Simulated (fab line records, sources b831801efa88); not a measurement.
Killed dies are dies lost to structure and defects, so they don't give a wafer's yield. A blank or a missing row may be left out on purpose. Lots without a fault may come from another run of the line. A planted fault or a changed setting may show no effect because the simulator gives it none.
Chamber matching | flow sky130 | SKY_VIA3_CMP_24 on cmp-01: 4 sister chambers
The step polishes, stops on SiO2, t overpolish 20 s, target thk 0 nm. 8 wafers are shown with their chamber, then 9 later ones without.

WAFERS WITH THEIR CHAMBER
wafer  | chamber | retaining_ring_pressure_frac | motor_current_A (A)
L433.2 | 0       | 0.994                        | 11.6
L437.5 | 3       | 1.006                        | 11.3
L442.1 | 1       | 1.006                        | 11.3
L442.4 | 2       | 0.997                        | 11.3
L442.5 | 1       | 1.001                        | 11.0
L445.1 | 2       | 1.002                        | 11.5
L445.2 | 0       | 0.992                        | 11.0
L445.4 | 3       | 1.000                        | 12.3

WAFERS WITHOUT THEIR CHAMBER
wafer  | retaining_ring_pressure_frac | motor_current_A (A)
L446.2 | 1.004                        | 11.1
L446.5 | 0.996                        | 11.6
L446.6 | 0.994                        | 11.4
L448.2 | 0.998                        | 11.3
L448.3 | 0.994                        | 11.9
L448.4 | 1.006                        | 10.5
L449.2 | 1.007                        | 10.9
L449.4 | 0.995                        | 10.7
L449.6 | 1.000                        | 11.7

WHICH CHAMBER EACH WENT THROUGH
wafer  | from the rows above               | in truth
L446.2 | can't be placed: 1 or 2 or 3      | 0
L446.5 | can't be placed: 0 or 2 or 3 or 1 | 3
L446.6 | can't be placed: 0 or 2           | 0
L448.2 | can't be placed: 2 or 0 or 1 or 3 | 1
L448.3 | can't be placed: 0 or 2 or 3 or 1 | 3
L448.4 | can't be placed: 1 or 2 or 3      | 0
L449.2 | can't be placed: 1 or 3 or 2      | 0
L449.4 | can't be placed: 0 or 2 or 1 or 3 | 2
L449.6 | can't be placed: 2 or 3 or 1 or 0 | 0
Placed correctly: 0 of 9. Can't be placed from these rows: 9 (the true chamber is among the candidates in 6). Placed wrongly: 0.
How it was worked out, from the rows above alone: a wafer's distance from a chamber is the root of the sum, over the readings, of the square of ((its reading less the chamber's mean) divided by the reading's scatter). The wafer belongs to the nearest chamber; if the next one is less than 2 further off, it can't be placed. A chamber's mean is the mean of its shown wafers. The scatter: the root of (the sum of the squares of (reading less its chamber's mean) over the shown wafers, divided by (wafers less chambers)).
